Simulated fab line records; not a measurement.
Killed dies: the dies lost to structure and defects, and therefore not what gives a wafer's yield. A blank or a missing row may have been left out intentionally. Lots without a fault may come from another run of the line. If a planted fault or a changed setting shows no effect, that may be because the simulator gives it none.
Tool commonality check + flow sky130 + 33 wafers sampled across 11 lots

== WHY THIS WAS OPENED ==
Of 11 lots, 3 have the reading VIA4_W_RS flagged at SKY_VIA4_RS_MEAS_19. Wafers without a fault read 0.2265 ohm/sq, standard deviation 0.0027.
Rule: a lot gets a flag if all its wafers with a number sit over 4 standard deviations from that mean, or if no wafer of it has a number. As for the other lots, they are considered sound.

| lot  | measured     | on            | VIA4_W_RS (ohm/sq), wafer by wafer | flag    |
|------|--------------|---------------|------------------------------------|---------|
| L149 | day 43 05:10 | film_metro-02 | 0.2235 0.2266 0.2278               |         |
| L150 | day 43 13:07 | film_metro-03 | 0.2224 0.2249 0.2244               |         |
| L153 | day 44 16:00 | film_metro-01 | 0.2316 0.2302 0.2286               |         |
| L155 | day 45 08:46 | film_metro-03 | 0.2299 0.2283 0.2280               |         |
| L157 | day 46 00:19 | film_metro-02 | 0.2232 0.2222 0.2268               |         |
| L159 | day 46 08:14 | film_metro-02 | 0.2849 0.2930 0.2843               | FLAGGED |
| L160 | day 46 09:08 | film_metro-02 | 0.2887 0.2915 0.2887               | FLAGGED |
| L161 | day 46 11:55 | film_metro-01 | 0.2766 0.2827 0.2849               | FLAGGED |
| L170 | day 48 12:03 | film_metro-02 | 0.2258 0.2234 0.2249               |         |
| L171 | day 48 13:58 | film_metro-03 | 0.2231 0.2222 0.2207               |         |
| L169 | day 48 17:26 | film_metro-02 | 0.2235 0.2244 0.2212               |         |
The numbers of the flagged lots are 0.2861 ohm/sq on average: +0.0596 ohm/sq against the usual, or +22 standard deviations.

== WHICH TOOL RAN EACH LOT ==
3 process steps preceding the reading are held in the record, out of 708 steps in the route. Cell contents, in order: the tool; ch with the chambers the sampled wafers went through; the start.
| lot  | flag    | SKY_CAP2M_CVD_00                | SKY_VIA4_SPUTTER_17          | SKY_VIA4_CVD_18               |
|------|---------|---------------------------------|------------------------------|-------------------------------|
| L149 |         | pecvd-01 ch 1,2, day 40 03:08   | pvd_sputter-03, day 43 04:58 | cvd_w-01 ch 0,1, day 43 05:01 |
| L150 |         | pecvd-01 ch 1,2, day 40 11:22   | pvd_sputter-03, day 43 12:55 | cvd_w-02 ch 0,1, day 43 12:58 |
| L153 |         | pecvd-03 ch 0,2, day 41 15:15   | pvd_sputter-01, day 44 15:47 | cvd_w-01 ch 0,1, day 44 15:51 |
| L155 |         | pecvd-03 ch 0,2, day 42 10:20   | pvd_sputter-04, day 45 08:24 | cvd_w-01 ch 1, day 45 08:28   |
| L157 |         | pecvd-01 ch 0,2, day 43 02:55   | pvd_sputter-03, day 46 00:04 | cvd_w-02 ch 0,1, day 46 00:08 |
| L159 | FLAGGED | pecvd-03 ch 0,1,2, day 43 12:19 | pvd_sputter-01, day 46 08:00 | cvd_w-01 ch 0,1, day 46 08:04 |
| L160 | FLAGGED | pecvd-02 ch 0,1,2, day 43 12:46 | pvd_sputter-04, day 46 08:55 | cvd_w-01 ch 1, day 46 08:58   |
| L161 | FLAGGED | pecvd-03 ch 1,2, day 43 14:37   | pvd_sputter-04, day 46 11:43 | cvd_w-01 ch 0,1, day 46 11:46 |
| L170 |         | pecvd-03 ch 0,1,2, day 45 20:05 | pvd_sputter-01, day 48 11:49 | cvd_w-02 ch 1, day 48 11:52   |
| L171 |         | pecvd-03 ch 0,1,2, day 45 23:11 | pvd_sputter-03, day 48 13:46 | cvd_w-02 ch 0, day 48 13:49   |
| L169 |         | pecvd-02 ch 1,2, day 46 04:08   | pvd_sputter-01, day 48 17:13 | cvd_w-02 ch 1, day 48 17:17   |
What is done by these steps:
- SKY_CAP2M_CVD_00: deposits SiO2, target thk 15.5 nm.
- SKY_VIA4_SPUTTER_17: material TiN, target thk 20 nm, time 80 s.
- SKY_VIA4_CVD_18: deposits W, target thk 505 nm, time 152.14 s.
- SKY_VIA4_RS_MEAS_19: measures by four-point-probe.

== FLAGGED AGAINST TOTAL, ONE TOOL AT A TIME (gauges that did the reading follow at the end) ==
| step                | tool           | lots run | flagged | share of the flagged lots | sound lots run after its first flagged lot |
|---------------------|----------------|----------|---------|---------------------------|--------------------------------------------|
| SKY_CAP2M_CVD_00    | pecvd-01       | 3        | 0       | none                      | -                                          |
| SKY_CAP2M_CVD_00    | pecvd-02       | 2        | 1       | some                      | 1 (L169)                                   |
| SKY_CAP2M_CVD_00    | pecvd-03       | 6        | 2       | some                      | 2 (L170,L171)                              |
| SKY_VIA4_SPUTTER_17 | pvd_sputter-01 | 4        | 1       | some                      | 2 (L170,L169)                              |
| SKY_VIA4_SPUTTER_17 | pvd_sputter-03 | 4        | 0       | none                      | -                                          |
| SKY_VIA4_SPUTTER_17 | pvd_sputter-04 | 3        | 2       | some                      | 0                                          |
| SKY_VIA4_CVD_18     | cvd_w-01       | 6        | 3       | all                       | 0                                          |
| SKY_VIA4_CVD_18     | cvd_w-02       | 5        | 0       | none                      | -                                          |
| SKY_VIA4_RS_MEAS_19 | film_metro-01  | 2        | 1       | some                      | 0                                          |
| SKY_VIA4_RS_MEAS_19 | film_metro-02  | 6        | 2       | some                      | 2 (L170,L169)                              |
| SKY_VIA4_RS_MEAS_19 | film_metro-03  | 3        | 0       | none                      | -                                          |

== WHAT IS ALLOWED BY THE TABLE ==
In the table, 1 row covers all flagged lots: cvd_w-01 at SKY_VIA4_CVD_18.
- cvd_w-01 at SKY_VIA4_CVD_18: 3 of its 6 lots flagged. It ran its last sound lot, L155, at day 45 08:28 and its first flagged lot, L159, at day 46 08:04: a fault with its onset between the two fits. Its own readings (susceptor_temp_C) fall more than 4 standard deviations out on all wafers of the flagged lots.
Left over: one tool, cvd_w-01 at SKY_VIA4_CVD_18.

== WHAT THE SIMULATOR HAD PUT IN ==
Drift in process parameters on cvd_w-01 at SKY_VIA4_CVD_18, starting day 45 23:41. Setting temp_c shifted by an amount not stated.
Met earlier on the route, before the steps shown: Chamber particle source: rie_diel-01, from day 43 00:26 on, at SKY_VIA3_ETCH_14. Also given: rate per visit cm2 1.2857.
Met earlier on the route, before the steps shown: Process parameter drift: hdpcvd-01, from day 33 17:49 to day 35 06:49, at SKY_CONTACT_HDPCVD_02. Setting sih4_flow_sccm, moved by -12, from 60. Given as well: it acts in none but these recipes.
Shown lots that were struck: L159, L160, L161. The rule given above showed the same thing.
